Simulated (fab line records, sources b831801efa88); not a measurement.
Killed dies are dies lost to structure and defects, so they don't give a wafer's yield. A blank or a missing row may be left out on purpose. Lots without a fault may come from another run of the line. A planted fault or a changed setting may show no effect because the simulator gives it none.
fab line records | flow gf180mcu
record lots=5 wafers=15 last_day=34
route steps=602 shown TOP_METAL@567 PASSIVATION@587
lots that met no fault: from a run of the same line without faults
start_h: hours from the record's first day to the start of the lot's first wafer shown | wait_h: hours since the lot's step before | " the same as in the row above | L1.1+2: a row that stands for several wafers | - no value, or no start given | * or withheld: withheld | < > ~ a bound
route shown NAME@n: a module of which the file shows steps, and the number in the route of the first | usual: mean/standard deviation of fault-free wafers | same: alike in all rows | chamber/n: place in a boat | sites: the reading at each site | _std_site: their standard deviation | _edge_site: outer sites' mean less inner sites' | radius_mm: how far each site lies from the wafer's centre | mask NAME#n: copy n | behind: the tool/chamber that last shaped the wafer | hold: why the lot was held/for how many hours/how that ended | device: the transistor (n, p or np) that didn't switch | end of line: the same wafers' tests at the end of the route | a step without rows: its recipe alone | killed: dies lost to structure and defects at the first sort, not the wafer's yield | map: a wafer's dies, x killed, . not, _ none there
set.NAME: the setting as run; set.NAME@STEP: as run at that earlier step | model.NAME: the simulator's own value behind a step, which no gauge read
lots at some steps of the route; a table a step, a row a wafer
services: from which hour (start_h, from the record's first day; less than 0 if before it) a tool's chamber was out of use, for how many hours, and why
## steps
# step GF_TOP_METAL_SPUTTER_00
# recipe material=Ti target_thk_nm=37.5 arriving_ion_energy_ev=80 substrate_temp_c=200 chamber_pressure_pa=2 power_w=4000 time_s=150
# usual throttle_valve_pct=30.1/1
# columns lot.wafer tool chamber start_h wait_h throttle_valve_pct
L077.2 pvd_sputter-03 - 670.93 0.2 30.7
L077.3 " - " " 29.9
L077.4 " - " " 29.9
L088.3 pvd_sputter-03 - 744.03 0.1 30.4
L088.5 " - " " 30.2
L088.6 " - " " 31.7
L091.1 pvd_sputter-03 - 761.60 0.2 30.0
L091.3 " - " " 30.3
L091.5 " - " " 30.5
L092.3 pvd_sputter-03 - 766.70 0.2 30.2
L092.4 " - " " 30.5
L092.5 " - " " 31.9
L094.1 pvd_sputter-04 - 784.09 0.1 31.4
L094.3 " - " " 29.6
L094.4 " - " " 29.6
# step GF_TOP_METAL_SPUTTER_01
# recipe material=TiN target_thk_nm=30 power_w=6500 time_s=25 chamber_pressure_pa=0.4
# usual throttle_valve_pct=30.1/1
# columns lot.wafer tool chamber start_h wait_h throttle_valve_pct
L077.2 pvd_sputter-03 - 671.03 0.1 30.4
L077.3 " - " " 29.6
L077.4 " - " " 30.2
L088.3 pvd_sputter-03 - 744.13 0.1 30.2
L088.5 " - " " 30.1
L088.6 " - " " 32.0
L091.1 pvd_sputter-03 - 761.70 0.1 29.8
L091.3 " - " " 30.6
L091.5 " - " " 30.6
L092.3 pvd_sputter-03 - 766.80 0.1 30.2
L092.4 " - " " 30.5
L092.5 " - " " 31.9
L094.1 pvd_sputter-04 - 784.19 0.1 31.2
L094.3 " - " " 30.1
L094.4 " - " " 29.6
# step GF_TOP_METAL_SPUTTER_02
# recipe material=AlCu target_thk_nm=900 power_w=10600 chamber_pressure_pa=0.3 substrate_temp_c=250 gas=Ar time_s=47.82
# usual throttle_valve_pct=30.2/1
# columns lot.wafer tool chamber start_h wait_h throttle_valve_pct
L077.2 pvd_sputter-03 - 671.06 0.0 30.6
L077.3 " - " " 29.7
L077.4 " - " " 30.3
L088.3 pvd_sputter-03 - 744.16 0.0 30.2
L088.5 " - " " 30.3
L088.6 " - " " 32.1
L091.1 pvd_sputter-03 - 761.73 0.0 29.9
L091.3 " - " " 30.3
L091.5 " - " " 30.5
L092.3 pvd_sputter-03 - 766.83 0.0 30.2
L092.4 " - " " 30.6
L092.5 " - " " 32.0
L094.1 pvd_sputter-04 - 784.23 0.0 31.3
L094.3 " - " " 29.7
L094.4 " - " " 29.8
# step GF_TOP_METAL_SPUTTER_03
# recipe material=Ti target_thk_nm=5 substrate_temp_c=300 chamber_pressure_pa=0.3 power_w=3000 time_s=3.3
# usual throttle_valve_pct=30.1/1
# columns lot.wafer tool chamber start_h wait_h throttle_valve_pct
L077.2 pvd_sputter-03 - 671.10 0.0 30.6
L077.3 " - " " 29.9
L077.4 " - " " 30.1
L088.3 pvd_sputter-03 - 744.21 0.0 30.2
L088.5 " - " " 30.3
L088.6 " - " " 31.9
L091.1 pvd_sputter-03 - 761.78 0.0 30.0
L091.3 " - " " 30.3
L091.5 " - " " 30.4
L092.3 pvd_sputter-03 - 766.87 0.0 30.2
L092.4 " - " " 30.4
L092.5 " - " " 31.9
L094.1 pvd_sputter-04 - 784.27 0.0 31.3
L094.3 " - " " 29.9
L094.4 " - " " 29.6
# step GF_TOP_METAL_SPUTTER_04
# recipe material=TiN target_thk_nm=25 power_w=6500 time_s=20.8 chamber_pressure_pa=0.4
# usual throttle_valve_pct=30.1/1
# columns lot.wafer tool chamber start_h wait_h throttle_valve_pct
L077.2 pvd_sputter-03 - 671.12 0.0 30.6
L077.3 " - " " 29.8
L077.4 " - " " 30.0
L088.3 pvd_sputter-03 - 744.22 0.0 30.2
L088.5 " - " " 30.2
L088.6 " - " " 32.1
L091.1 pvd_sputter-03 - 761.79 0.0 29.7
L091.3 " - " " 30.4
L091.5 " - " " 30.6
L092.3 pvd_sputter-03 - 766.89 0.0 30.3
L092.4 " - " " 30.5
L092.5 " - " " 31.9
L094.1 pvd_sputter-04 - 784.29 0.0 31.1
L094.3 " - " " 29.7
L094.4 " - " " 29.7
# step GF_TOP_METAL_RS_MEAS_05
# recipe thk_meas_gauge=four-point-probe reads=TiN_of_TOP_METAL_SPUTTER_04+Ti_of_TOP_METAL_SPUTTER_03+AlCu_of_TOP_METAL_SPUTTER_02+TiN_of_TOP_METAL_SPUTTER_01+Ti_of_TOP_METAL_SPUTTER_00
# usual TOP_METAL_ALCU_RS=0.0328/0.00043
# columns lot.wafer tool chamber start_h wait_h TOP_METAL_ALCU_RS[ohm/sq]
L077.2 film_metro-03 - 671.17 0.0 0.0322
L077.3 " - " " 0.0329
L077.4 " - " " 0.0329
L088.3 film_metro-02 - 744.29 0.1 0.0334
L088.5 " - " " 0.0334
L088.6 " - " " 0.0335
L091.1 film_metro-02 - 761.82 0.0 0.0325
L091.3 " - " " 0.0320
L091.5 " - " " 0.0324
L092.3 film_metro-03 - 766.96 0.1 0.0335
L092.4 " - " " 0.0329
L092.5 " - " " 0.0338
L094.1 film_metro-02 - 784.32 0.0 0.0329
L094.3 " - " " 0.0321
L094.4 " - " " 0.0320
# step GF_TOP_METAL_THK_MEAS_06
# recipe thk_meas_gauge=xrf reads=AlCu_of_TOP_METAL_SPUTTER_02
# usual TOP_METAL_ALCU_THK=887/13
# columns lot.wafer tool chamber start_h wait_h TOP_METAL_ALCU_THK[nm]
L077.2 film_metro-03 - 671.28 0.1 900
L077.3 " - " " 878
L077.4 " - " " 882
L088.3 film_metro-02 - 744.39 0.1 869
L088.5 " - " " 872
L088.6 " - " " 868
L091.1 film_metro-02 - 761.94 0.1 891
L091.3 " - " " 904
L091.5 " - " " 903
L092.3 film_metro-03 - 767.06 0.1 874
L092.4 " - " " 885
L092.5 " - " " 863
L094.1 film_metro-02 - 784.44 0.1 896
L094.3 " - " " 914
L094.4 " - " " 921
# step GF_TOP_METAL_DEHYDRATE_07
# recipe temp_c=200 time_s=60
# columns lot.wafer tool chamber start_h wait_h
L077.2+3+4 litho_track-04 0 680.36 9.1
L088.3+5+6 litho_track-01 0 752.81 8.4
L091.1+3+5 litho_track-04 0 769.13 7.2
L092.3+4+5 litho_track-02 0 774.18 7.1
L094.1+3+4 litho_track-02 0 791.38 6.9
# step GF_TOP_METAL_HMDS_08
# recipe prime_time_s=60 prime_temp_c=120
# columns lot.wafer tool chamber start_h wait_h
L077.2+3+4 litho_track-04 0 680.51 0.1
L088.3+5+6 litho_track-01 0 752.96 0.1
L091.1+3+5 litho_track-04 0 769.28 0.1
L092.3+4+5 litho_track-02 0 774.33 0.1
L094.1+3+4 litho_track-02 0 791.53 0.1
# step GF_TOP_METAL_COAT_09
# recipe resist=NOVOLAK spin_rpm=3000 resist_thk_nm=1500
# columns lot.wafer tool chamber start_h wait_h
L077.2+3+4 litho_track-04 0 680.66 0.1
L088.3+5+6 litho_track-01 0 753.11 0.1
L091.1+3+5 litho_track-04 0 769.43 0.1
L092.3+4+5 litho_track-02 0 774.48 0.1
L094.1+3+4 litho_track-02 0 791.68 0.1
# step GF_TOP_METAL_SOFTBAKE_10
# recipe temp_c=90 time_s=60 resist=NOVOLAK
# columns lot.wafer tool chamber start_h wait_h
L077.2+3+4 litho_track-04 0 680.81 0.1
L088.3+5+6 litho_track-01 0 753.26 0.1
L091.1+3+5 litho_track-04 0 769.58 0.1
L092.3+4+5 litho_track-02 0 774.63 0.1
L094.1+3+4 litho_track-02 0 791.83 0.1
# step GF_TOP_METAL_EXPOSE_11
# recipe mask_id=MetalTop target_cd_nm=440 na=0.6 source_shape=conventional sigma_outer=0.6 dose_mj=170
# usual focus_offset_nm=0.0/0.48 reticle_temp_C=23.00/0.1
# columns lot.wafer tool chamber start_h wait_h mask focus_offset_nm reticle_temp_C
L077.2 iline_stepper-02 0 - - MetalTop#0 0.0 22.92
L077.3 " 0 " " MetalTop#0 0.9 22.83
L077.4 " 0 " " MetalTop#0 -0.1 22.86
L088.3 iline_stepper-02 0 - - MetalTop#0 -0.7 22.97
L088.5 " 0 " " MetalTop#0 -1.3 22.88
L088.6 " 0 " " MetalTop#0 -1.0 22.91
L091.1 iline_stepper-02 0 - - MetalTop#0 0.0 23.32
L091.3 " 0 " " MetalTop#0 -0.2 23.14
L091.5 " 0 " " MetalTop#0 0.6 22.87
L092.3 iline_stepper-02 0 - - MetalTop#0 -0.6 23.22
L092.4 " 0 " " MetalTop#0 -0.1 22.86
L092.5 " 0 " " MetalTop#0 0.2 22.93
L094.1 iline_stepper-02 0 - - MetalTop#0 -0.8 23.05
L094.3 " 0 " " MetalTop#0 0.5 22.97
L094.4 " 0 " " MetalTop#0 0.3 23.09
# step GF_TOP_METAL_PEB_12
# recipe temp_c=withheld time_s=* resist=NOVOLAK
# columns lot.wafer tool chamber start_h wait_h
L077.2+3+4 litho_track-01 0 - -
L088.3+5+6 litho_track-01 0 - -
L091.1+3+5 litho_track-01 0 - -
L092.3+4+5 litho_track-02 0 - -
L094.1+3+4 litho_track-01 0 - -
# step GF_TOP_METAL_DEVELOP_13
# recipe develop_time_s=60 dev_temp_c=23
# columns lot.wafer tool chamber start_h wait_h
L077.2+3+4 litho_track-01 0 690.28 0.1
L088.3+5+6 litho_track-01 0 761.71 0.1
L091.1+3+5 litho_track-01 0 777.81 0.1
L092.3+4+5 litho_track-02 0 782.63 0.1
L094.1+3+4 litho_track-01 0 800.01 0.1
# step GF_TOP_METAL_CD_MEAS_14
# recipe target_cd_nm=440
# usual cd_nm=440.4/2.2
# columns lot.wafer tool chamber start_h wait_h cd_nm
L077.2 cd_sem-01 - 690.43 0.1 443.3
L077.3 " - " " 441.3
L077.4 " - " " 440.8
L088.3 cd_sem-02 - 761.85 0.1 436.8
L088.5 " - " " 436.9
L088.6 " - " " 437.0
L091.1 cd_sem-01 - 777.96 0.1 439.6
L091.3 " - " " 441.7
L091.5 " - " " 440.1
L092.3 cd_sem-02 - 782.77 0.1 441.2
L092.4 " - " " 438.5
L092.5 " - " " 440.1
L094.1 cd_sem-02 - 800.16 0.1 438.9
L094.3 " - " " 440.4
L094.4 " - " " 440.9
# step GF_TOP_METAL_OVL_MEAS_15
# usual TOP_METAL_OVL=1.3/1.4
# columns lot.wafer tool chamber start_h wait_h TOP_METAL_OVL[nm]
L077.2 overlay-01 - 690.53 0.1 4.2
L077.3 " - " " 2.1
L077.4 " - " " 5.4
L088.3 overlay-02 - 761.94 0.1 3.7
L088.5 " - " " -0.5
L088.6 " - " " 0.8
L091.1 overlay-01 - 778.08 0.1 0.7
L091.3 " - " " 2.9
L091.5 " - " " 1.3
L092.3 overlay-02 - 782.86 0.1 0.9
L092.4 " - " " -1.4
L092.5 " - " " 1.8
L094.1 overlay-02 - 800.28 0.1 0.6
L094.3 " - " " 0.9
L094.4 " - " " 0.0
# step GF_TOP_METAL_METAL_ETCH_16
# recipe chemistry=Cl2/BCl3 mask_material=NOVOLAK target_depth_nm=1197 stop_on=SiO2 pressure_mtorr=8 icp_w=800 bias_w=140 Cl2_flow_sccm=80 bcl3_flow_sccm=40 time_s=199.5
# usual bcl3_flow_sccm=40.00/0.13 drypump_motor_current_A=6.03/0.26 oes_product_au=0.991/0.0071 throttle_valve_pct=28.231/0.011
# columns lot.wafer tool chamber start_h wait_h bcl3_flow_sccm drypump_motor_current_A oes_product_au rf_hours_counter_h throttle_valve_pct
L077.2 rie_metal-03 0 690.63 0.1 39.89 5.85 0.995 - 28.231
L077.3 " 0 " " 39.98 5.86 0.993 - 28.243
L077.4 " 0 " " 39.98 5.85 0.984 - 28.217
L088.3 rie_metal-03 0 762.03 0.1 39.81 5.85 0.986 - 28.226
L088.5 " 1 " " 39.82 5.71 0.997 - 28.225
L088.6 " 0 " " 39.87 5.86 0.986 - 28.236
L091.1 rie_metal-01 1 778.11 0.0 40.01 6.56 0.995 3 28.244
L091.3 " 1 " " 40.02 6.58 0.989 - 28.221
L091.5 " 1 " " 40.11 6.56 0.986 - 28.218
L092.3 rie_metal-01 1 782.95 0.1 39.86 6.55 0.984 - 28.238
L092.4 " 0 " " 39.94 6.11 0.993 - 28.235
L092.5 " 0 " " 39.94 6.13 0.992 - 28.221
L094.1 rie_metal-01 1 800.31 0.0 40.08 6.56 0.982 4 28.229
L094.3 " 0 " " 39.95 6.13 1.006 - 28.230
L094.4 " 1 " " 40.15 6.55 0.980 - 28.244
# step GF_TOP_METAL_STRIP_17
# recipe chemistry=O2/N2 power_w=1400 pressure_mtorr=1500 platen_temp_c=250 o2_flow_sccm=3000 n2_flow_sccm=300 overash_fraction=0.5
# usual drypump_motor_current_A=5.6/0.33 heater_power_w=314/34 o2_flow_sccm=3001/8.9 oes_product_au=0.711/0.0042 strip_time_to_endpoint_s=12.92/0.12
# columns lot.wafer tool chamber start_h wait_h drypump_motor_current_A heater_power_w o2_flow_sccm oes_product_au rf_hours_counter_h strip_time_to_endpoint_s
L077.2 plasma_asher-03 1 690.95 0.3 5.6 306 2996 0.707 98 12.83
L077.3 " 1 " " 5.6 308 2992 0.712 - 12.88
L077.4 " 0 " " 5.1 310 2988 0.709 - 12.88
L088.3 plasma_asher-03 0 762.19 0.1 5.1 311 2994 0.714 - 12.91
L088.5 " 0 " " 5.1 309 3005 0.709 - 12.88
L088.6 " 1 " " 5.6 309 3005 0.704 - 12.97
L091.1 plasma_asher-02 1 778.30 0.1 5.6 257 2993 0.710 62 12.95
L091.3 " 1 " " 5.6 254 3003 0.717 - 13.04
L091.5 " 0 " " 5.8 351 2998 0.704 - 12.90
L092.3 plasma_asher-04 0 783.11 0.1 5.3 369 2987 0.713 - 13.03
L092.4 " 1 " " 6.2 304 3014 0.711 - 12.71
L092.5 " 0 " " 5.3 369 2992 0.712 - 12.84
L094.1 plasma_asher-02 0 800.50 0.1 5.8 351 2999 0.715 65 12.96
L094.3 " 1 " " 5.6 263 3001 0.718 - 12.80
L094.4 " 0 " " 5.8 355 2997 0.713 - 13.08
# step GF_TOP_METAL_STRIP_18
# recipe chemistry=post_etch_residue_remover time_s=1200 temp_c=72.5
# columns lot.wafer tool chamber start_h wait_h
L077.2+3+4 wet_bench-02 3 691.05 0.1
L088.3+5+6 wet_bench-02 3 762.25 0.0
L091.1+3+5 wet_bench-01 3 778.40 0.1
L092.3+4+5 wet_bench-01 3 783.17 0.0
L094.1+3+4 wet_bench-01 2 800.60 0.1
# step GF_TOP_METAL_CLEAN_19
# recipe chemistry=DIW dry=n2_spin
# columns lot.wafer tool chamber start_h wait_h
L077.2+3+4 wet_bench-02 0 691.42 0.0
L088.3+5+6 wet_bench-01 3 762.63 0.0
L091.1+3+5 wet_bench-04 2 778.75 0.0
L092.3+4+5 wet_bench-02 2 783.52 0.0
L094.1+3+4 wet_bench-04 2 800.95 0.0
# step GF_PASSIVATION_CVD_00
# recipe material=SiO2 target_thk_nm=1000 precursor=TEOS temp_c=400 time_s=111.95 rf_w=600
# usual heater_power_w=661/99
# columns lot.wafer tool chamber start_h wait_h heater_power_w
L077.2 pecvd-03 0 691.52 0.0 545
L077.3 " 2 " " 685
L077.4 " 2 " " 540
L088.3 pecvd-03 2 762.72 0.0 553
L088.5 " 0 " " 595
L088.6 " 1 " " 629
L091.1 pecvd-01 1 778.85 0.0 720
L091.3 " 0 " " 846
L091.5 " 1 " " 580
L092.3 pecvd-02 1 783.61 0.0 743
L092.4 " 1 " " 775
L092.5 " 0 " " 576
L094.1 pecvd-02 0 801.04 0.0 609
L094.3 " 1 " " 802
L094.4 " 2 " " 715
# step GF_PASSIVATION_THK_MEAS_01
# recipe reads=SiO2_of_PASSIVATION_CVD_00
# usual PASSIVATION_CVD_00_THK=1005/13
# columns lot.wafer tool chamber start_h wait_h PASSIVATION_CVD_00_THK[nm]
L077.2 film_metro-04 - 691.61 0.1 983
L077.3 " - " " 987
L077.4 " - " " 998
L088.3 film_metro-04 - 762.82 0.1 986
L088.5 " - " " 995
L088.6 " - " " 1005
L091.1 film_metro-02 - 778.93 0.0 994
L091.3 " - " " 1005
L091.5 " - " " 1010
L092.3 film_metro-02 - 783.71 0.1 1005
L092.4 " - " " 1022
L092.5 " - " " 1029
L094.1 film_metro-04 - 801.12 0.0 1011
L094.3 " - " " 992
L094.4 " - " " 1014
# step GF_PASSIVATION_CVD_02
# recipe material=Si3N4 target_thk_nm=700 time_s=486.18 temp_c=400 rf_w=450
# usual heater_power_w=713/120
# columns lot.wafer tool chamber start_h wait_h heater_power_w
L077.2 pecvd-01 2 691.66 0.0 552
L077.3 " 1 " " 795
L077.4 " 0 " " 846
L088.3 pecvd-01 1 762.86 0.0 711
L088.5 " 1 " " 745
L088.6 " 0 " " 944
L091.1 pecvd-02 1 778.99 0.1 704
L091.3 " 0 " " 647
L091.5 " 1 " " 757
L092.3 pecvd-01 1 783.75 0.0 793
L092.4 " 2 " " 540
L092.5 " 0 " " 760
L094.1 pecvd-02 0 801.18 0.1 756
L094.3 " 2 " " 738
L094.4 " 1 " " 854
# step GF_PASSIVATION_THK_MEAS_03
# recipe reads=Si3N4_of_PASSIVATION_CVD_02
# usual PASSIVATION_CVD_02_THK=698/11
# columns lot.wafer tool chamber start_h wait_h PASSIVATION_CVD_02_THK[nm]
L077.2 film_metro-02 - 691.96 0.2 695
L077.3 " - " " 682
L077.4 " - " " 692
L088.3 film_metro-02 - 763.16 0.2 687
L088.5 " - " " 691
L088.6 " - " " 696
L091.1 film_metro-04 - 779.27 0.1 682
L091.3 " - " " 696
L091.5 " - " " 693
L092.3 film_metro-02 - 784.05 0.2 673
L092.4 " - " " 713
L092.5 " - " " 691
L094.1 film_metro-02 - 801.46 0.1 689
L094.3 " - " " 699
L094.4 " - " " 695
# step GF_PASSIVATION_DEHYDRATE_04
# recipe temp_c=200 time_s=60
# columns lot.wafer tool chamber start_h wait_h
L077.2+3+4 litho_track-02 0 700.50 8.5
L088.3+5+6 litho_track-02 0 770.03 6.9
L091.1+3+5 litho_track-02 0 786.63 7.3
L092.3+4+5 litho_track-04 0 790.83 6.8
L094.1+3+4 litho_track-02 0 808.23 6.8
# step GF_PASSIVATION_HMDS_05
# recipe prime_time_s=60 prime_temp_c=120
# columns lot.wafer tool chamber start_h wait_h
L077.2+3+4 litho_track-02 0 700.65 0.1
L088.3+5+6 litho_track-02 0 770.18 0.1
L091.1+3+5 litho_track-02 0 786.78 0.1
L092.3+4+5 litho_track-04 0 790.98 0.1
L094.1+3+4 litho_track-02 0 808.38 0.1
# step GF_PASSIVATION_COAT_06
# recipe spin_rpm=2000 resist_thk_nm=4000
# columns lot.wafer tool chamber start_h wait_h
L077.2+3+4 litho_track-02 0 700.80 0.1
L088.3+5+6 litho_track-02 0 770.33 0.1
L091.1+3+5 litho_track-02 0 786.93 0.1
L092.3+4+5 litho_track-04 0 791.13 0.1
L094.1+3+4 litho_track-02 0 808.53 0.1
# step GF_PASSIVATION_SOFTBAKE_07
# recipe temp_c=110 time_s=withheld
# columns lot.wafer tool chamber start_h wait_h
L077.2+3+4 litho_track-02 0 700.96 0.1
L088.3+5+6 litho_track-02 0 770.49 0.1
L091.1+3+5 litho_track-02 0 787.08 0.1
L092.3+4+5 litho_track-04 0 791.30 0.1
L094.1+3+4 litho_track-02 0 808.68 0.1
# step GF_PASSIVATION_EXPOSE_08
# recipe mask_id=Pad target_cd_nm=40000 na=0.57 dose_mj=310
# usual focus_offset_nm=0.0/0.49 reticle_temp_C=23.00/0.1
# columns lot.wafer tool chamber start_h wait_h mask focus_offset_nm reticle_temp_C
L077.2 iline_stepper-02 0 - - Pad#0 -0.2 22.99
L077.3 " 0 " " Pad#0 0.3 22.90
L077.4 " 0 " " Pad#0 0.1 23.08
L088.3 iline_stepper-02 0 - - Pad#0 0.6 23.02
L088.5 " 0 " " Pad#0 -0.6 22.96
L088.6 " 0 " " Pad#0 0.3 22.90
L091.1 iline_stepper-01 0 - - Pad#0 -0.2 23.03
L091.3 " 0 " " Pad#0 -0.8 23.03
L091.5 " 0 " " Pad#0 -0.5 23.01
L092.3 iline_stepper-02 0 - - Pad#0 -0.2 23.10
L092.4 " 0 " " Pad#0 -0.1 23.04
L092.5 " 0 " " Pad#0 0.9 22.95
L094.1 iline_stepper-02 0 - - Pad#0 -0.1 23.11
L094.3 " 0 " " Pad#0 -0.3 23.17
L094.4 " 0 " " Pad#0 0.4 22.95
# step GF_PASSIVATION_PEB_09
# recipe temp_c=115 time_s=withheld
# columns lot.wafer tool chamber start_h wait_h
L077.2+3+4 litho_track-02 0 - -
L088.3+5+6 litho_track-02 0 - -
L091.1+3+5 litho_track-03 0 - -
L092.3+4+5 litho_track-03 0 - -
L094.1+3+4 litho_track-04 0 - -
# step GF_PASSIVATION_DEVELOP_10
# recipe develop_time_s=60 dev_temp_c=23
# columns lot.wafer tool chamber start_h wait_h
L077.2+3+4 litho_track-02 0 - -
L088.3+5+6 litho_track-02 0 - -
L091.1+3+5 litho_track-03 0 - -
L092.3+4+5 litho_track-03 0 - -
L094.1+3+4 litho_track-04 0 - -
# step GF_PASSIVATION_ETCH_11
# recipe chemistry=CF4/O2 target_depth_nm=2040 stop_on=TiN source_w=800 bias_w=150 pressure_mtorr=150 cf4_flow_sccm=80 O2_flow_sccm=10 time_s=453.3
# usual drypump_motor_current_A=5.4/0.54 oes_product_au=0.988/0.0083 throttle_valve_pct=5.967/0.0094
# columns lot.wafer tool chamber start_h wait_h drypump_motor_current_A oes_product_au rf_hours_counter_h throttle_valve_pct
L077.2 rie_diel-04 0 710.73 - 5.8 0.987 16 5.972
L077.3 " 3 " " 5.3 0.988 7 5.985
L077.4 " 1 " " 5.4 0.996 3 5.973
L088.3 rie_diel-02 0 778.63 - 5.7 0.974 9 5.955
L088.5 " 0 " " 5.7 0.966 - 5.962
L088.6 " 1 " " 4.7 0.975 - 5.947
L091.1 rie_diel-02 1 794.57 - 4.7 0.984 9 5.964
L091.3 " 2 " " 4.9 1.000 33 5.984
L091.5 " 1 " " 4.7 0.992 - 5.979
L092.3 rie_diel-02 2 799.97 - 5.0 1.000 33 5.956
L092.4 " 0 " " 5.7 0.978 10 5.984
L092.5 " 3 " " 5.5 0.984 - 5.968
L094.1 rie_diel-02 0 816.53 - 5.8 0.975 11 5.962
L094.3 " 2 " " 4.9 0.993 34 5.974
L094.4 " 1 " " 4.7 0.975 10 5.964
# step GF_PASSIVATION_STRIP_12
# recipe chemistry=O2/N2 power_w=1400 pressure_mtorr=1500 platen_temp_c=250 o2_flow_sccm=3000 n2_flow_sccm=300 overash_fraction=0.5
# usual drypump_motor_current_A=5.50/0.26 heater_power_w=329/25 o2_flow_sccm=3000/8.7 oes_product_au=0.718/0.0044 strip_time_to_endpoint_s=33.0/0.38
# columns lot.wafer tool chamber start_h wait_h drypump_motor_current_A heater_power_w o2_flow_sccm oes_product_au rf_hours_counter_h strip_time_to_endpoint_s
L077.2 plasma_asher-03 0 711.00 0.1 5.11 315 2984 0.716 101 32.7
L077.3 " 0 " " 5.10 317 2995 0.724 - 32.4
L077.4 " 1 " " 5.57 300 3005 0.717 - 32.7
L088.3 plasma_asher-03 1 778.93 0.2 5.57 303 3009 0.713 - 33.3
L088.5 " 1 " " 5.55 303 2989 0.725 - 33.6
L088.6 " 0 " " 5.09 314 3003 0.724 - 33.5
L091.1 plasma_asher-03 0 794.84 0.1 5.12 312 2993 0.729 110 33.5
L091.3 " 1 " " 5.57 301 2995 0.715 - 32.7
L091.5 " 0 " " 5.12 318 2997 0.724 - 33.5
L092.3 plasma_asher-01 1 800.27 0.2 5.67 369 3011 0.723 - 32.6
L092.4 " 0 " " 5.64 350 3004 0.720 - 33.4
L092.5 " 0 " " 5.62 335 3003 0.722 - 33.0
L094.1 plasma_asher-01 0 816.80 0.1 5.68 351 2993 0.721 40 33.3
L094.3 " 0 " " 5.66 338 3000 0.711 - 32.6
L094.4 " 1 " " 5.67 373 2999 0.717 - 33.3
# step GF_PASSIVATION_ANNEAL_13
# recipe temp_c=400 time_s=1800 ambient=N2/H2 idle_temp_c=300 ramp_up_c_per_min=10 ramp_down_c_per_min=3
# usual tube_center_temp_C=400/0.037
# columns lot.wafer tool chamber start_h wait_h tube_center_temp_C
L077.2 furnace-01 0 711.10 0.1 400.01
L077.3 " 0 " " 400.02
L077.4 " 0 " " 400.01
L088.3 furnace-01 0 778.99 0.0 400.04
L088.5 " 0 " " 400.04
L088.6 " 0 " " 399.94
L091.1 furnace-02 0 794.94 0.1 399.97
L091.3 " 0 " " 399.96
L091.5 " 0 " " 399.98
L092.3 furnace-01 0 800.34 0.0 400.02
L092.4 " 0 " " 399.95
L092.5 " 0 " " 400.08
L094.1 furnace-02 0 816.90 0.1 400.05
L094.3 " 0 " " 400
L094.4 " 0 " " 400.01
# step GF_PASSIVATION_BOW_MEAS_14
# recipe mode=bow
# usual PASSIVATION_BOW=136/11
# columns lot.wafer tool chamber start_h wait_h PASSIVATION_BOW[um]
L077.2 film_metro-04 - 712.62 0.0 157
L077.3 " - " " 150
L077.4 " - " " 148
L088.3 film_metro-02 - 780.53 0.0 123
L088.5 " - " " 133
L088.6 " - " " 143
L091.1 film_metro-04 - 796.44 0.0 153
L091.3 " - " " 148
L091.5 " - " " 160
L092.3 film_metro-02 - 801.88 0.0 136
L092.4 " - " " 133
L092.5 " - " " 137
L094.1 film_metro-04 - 818.40 0.0 133
L094.3 " - " " 133
L094.4 " - " " 130
## services
# columns tool chamber start_h hours kind
furnace-02 - 650.54 4.6 pm
pecvd-02 1 657.64 8.8 repair
pecvd-03 - 661.25 1.4 repair
pecvd-01 - 662.80 0.9 repair
pecvd-01 - 674.53 14.6 pm
rie_diel-02 0 676.98 7.7 repair
pecvd-02 - 680.58 1.3 repair
pvd_sputter-03 - 681.14 3.3 repair
plasma_asher-01 - 689.18 4.3 pm
plasma_asher-02 - 692.31 2.2 repair
pecvd-03 - 698.18 0.5 repair
pvd_sputter-04 - 700.63 18.3 repair
pecvd-03 - 710.71 28.1 pm
pecvd-02 - 720.42 2.8 pm
plasma_asher-02 - 729.48 2.7 repair
iline_stepper-02 - 733.45 1.7 pm
pecvd-03 - 744.75 0.4 repair
rie_diel-02 0 746.32 1.9 repair
furnace-02 - 750.40 2.6 pm
plasma_asher-03 - 755.26 2.9 repair
furnace-01 - 758.57 1.9 pm
rie_diel-02 - 758.75 2.0 repair
furnace-01 - 793.80 3.5 pm
pvd_sputter-04 - 813.66 2.7 repair
## key
fault none
